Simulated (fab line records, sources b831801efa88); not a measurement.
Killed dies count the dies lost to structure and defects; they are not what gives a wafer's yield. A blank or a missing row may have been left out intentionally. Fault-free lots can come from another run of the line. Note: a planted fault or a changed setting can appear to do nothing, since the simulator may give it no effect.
A struck lot beside a sound one + flow sky130 + 16 steps out of a route of 708
Sound: the wafers L647.2, L647.3, L647.5. Struck: wafer L655.6. (L655.2, L655.4 of the same lot were not struck and are left out.) The cause comes at the end.
Order at every step that has rows: each side's tool, ch and its chambers, its first start. Under that, the readings that differ: sound wafers + struck wafers + difference of the means + sigmas: that difference in standard deviations of wafers without a fault.
alike: readings with means less than 2 such deviations apart, plus words and numbers identical on both sides. not compared: withheld readings, readings lacking a value on some wafer, bounds such as >300 that could conceal the same value, and numbers that have no deviation in the record and whose values overlap.
A row with sigmas, a row that says differs or no value, or rows on one side alone: a step with any of these is where the two part. Numbers that have no deviation but don't overlap get no sigmas and don't part them. Lack of a reading on every wafer of one side parts them only where that side has two or more wafers.

first, 3 steps without rows for these wafers: SKY_METAL1_EXPOSE_12 (exposes mask MM1, target cd 140 nm); SKY_METAL1_PEB_13; SKY_METAL1_DEVELOP_14 (develop time 60 s).
SKY_METAL1_CD_MEAS_15: target cd 140 nm.
  struck on cd sem-01, day 37 15:57; sound on cd sem-01, day 35 06:47
  alike: cd nm
SKY_METAL1_OVL_MEAS_16:
  struck on overlay-02, day 37 16:04; sound on overlay-02, day 35 06:54
  alike: METAL1_OVL
SKY_METAL1_DESCUM_17: chemistry O2, time 8 s.
  sound on rie metal-02 ch 0, day 35 06:56; struck on rie metal-04 ch 0, day 37 16:05
| reading            | sound             | struck | difference | sigmas |
|--------------------|-------------------|--------|------------|--------|
| rf fwd power W (W) | 146.4 146.4 146.7 | 148.4  | +1.9       | +3     |
  alike: drypump motor current A, oes product au
  not compared: rf hours counter h
SKY_METAL1_ETCH_18: etches BARC in N2/H2, stops on SiO2, time 45.9 s, target depth 60 nm.
  sound on rie metal-02 ch 0, day 35 07:01; struck on rie metal-04 ch 0, day 37 16:07
  alike: drypump motor current A, h2 flow sccm, oes product au, rf fwd power W, throttle valve pct
  not compared: rf hours counter h
SKY_METAL1_METAL_ETCH_19: etches the open film in Cl2/BCl3, stops on SiO2, target depth 360 nm, time 78 s.
  sound on rie metal-02 ch 0, day 35 07:09; struck on rie metal-04 ch 0, day 37 16:11
| reading                | sound                | struck | difference | sigmas |
|------------------------|----------------------|--------|------------|--------|
| throttle valve pct (%) | 22.251 22.262 22.268 | 22.279 | +0.019     | +2     |
  alike: drypump motor current A, oes product au, rf fwd power W
  not compared: rf hours counter h
SKY_METAL1_STRIP_20: strips in O2/N2.
  sound on plasma asher-04 ch 0,1, day 35 07:18; struck on plasma asher-04 ch 1, day 37 16:16
  alike: drypump motor current A, oes product au, strip time to endpoint s
  not compared: rf hours counter h
then, 3 steps without rows for these wafers: SKY_METAL1_STRIP_21 (strips in post etch residue remover, time 1200 s); SKY_METAL1_CLEAN_22 (cleans in IPA, time 180 s); SKY_METAL1_CLEAN_23 (cleans in O3/DIW).
SKY_VIA1_HDPCVD_00: deposits SiO2, target thk 1030 nm, time 171.7 s.
  sound on hdpcvd-01 ch 0,1,2, day 35 07:53; struck on hdpcvd-01 ch 0, day 37 16:54
| reading                                  | sound             | struck | difference | sigmas      |
|------------------------------------------|-------------------|--------|------------|-------------|
| sih4 flow sccm (sccm)                    | 60.25 59.78 60.32 | 30.25  | -29.87     | -99 or more |
| model.SiO2_of_VIA1_HDPCVD_00.thk nm (nm) | 1012 1024 1018    | 508.9  | -509.1     |             |
SKY_VIA1_THK_MEAS_01:
  struck on film metro-04, day 37 17:01; sound on film metro-01, day 35 08:01
| reading              | sound          | struck | difference | sigmas |
|----------------------|----------------|--------|------------|--------|
| VIA1_HDPCVD_THK (nm) | 1011 1024 1018 | 509    | -509       | -51    |
SKY_VIA1_CMP_02: polishes SiO2.
  sound on cmp-02 ch 0,3, day 35 08:07; struck on cmp-01 ch 3, day 37 17:04
  alike: motor current A, retaining ring pressure frac
-- the record jumps here: 12 days lie between the struck wafers' starts before and after (it left off in module VIA1 and takes up again in module PAD_OPEN, whose first step shown is number 708 of the route) --
SKY_PAD_OPEN_PROBE_99:
  struck on prober-02, day 49 13:38; sound on prober-01, day 47 18:20
| reading                               | sound                | struck    | difference | sigmas |
|---------------------------------------|----------------------|-----------|------------|--------|
| model.etest.tester.sort n pass        | 404 387 412          | 229       | -172       |        |
| model.etest.tester.sort yield pct (%) | 82.11 78.66 83.74    | 46.54     | -34.96     |        |
| model.etest.tester.sort_bin_3_pct (%) | 0.6098 1.016 0.2033  | 35.98     | +35.37     |        |
| model.etest.met2 comb.leak log10 a um | -12.03 -12.02 -11.95 | -7.095    | +4.905     |        |
| model.etest.tester.sort_bin_8_pct (%) | 0 0 0                | 1.566e-06 | +1.566e-06 |        |
  alike: defect limited yield, killed_at_M0_to_M3, killed_at_M4_up, killed at contacts, killed at front end, killed at other, killed dies, killed open, killed short

WHERE THEY PART
Earliest at SKY_METAL1_DESCUM_17; latest, in this record, at SKY_VIA1_THK_MEAS_01. Later steps at which nothing parts them and some readings are alike: SKY_VIA1_CMP_02, SKY_PAD_OPEN_PROBE_99.

WHY: what had been put in by the simulator
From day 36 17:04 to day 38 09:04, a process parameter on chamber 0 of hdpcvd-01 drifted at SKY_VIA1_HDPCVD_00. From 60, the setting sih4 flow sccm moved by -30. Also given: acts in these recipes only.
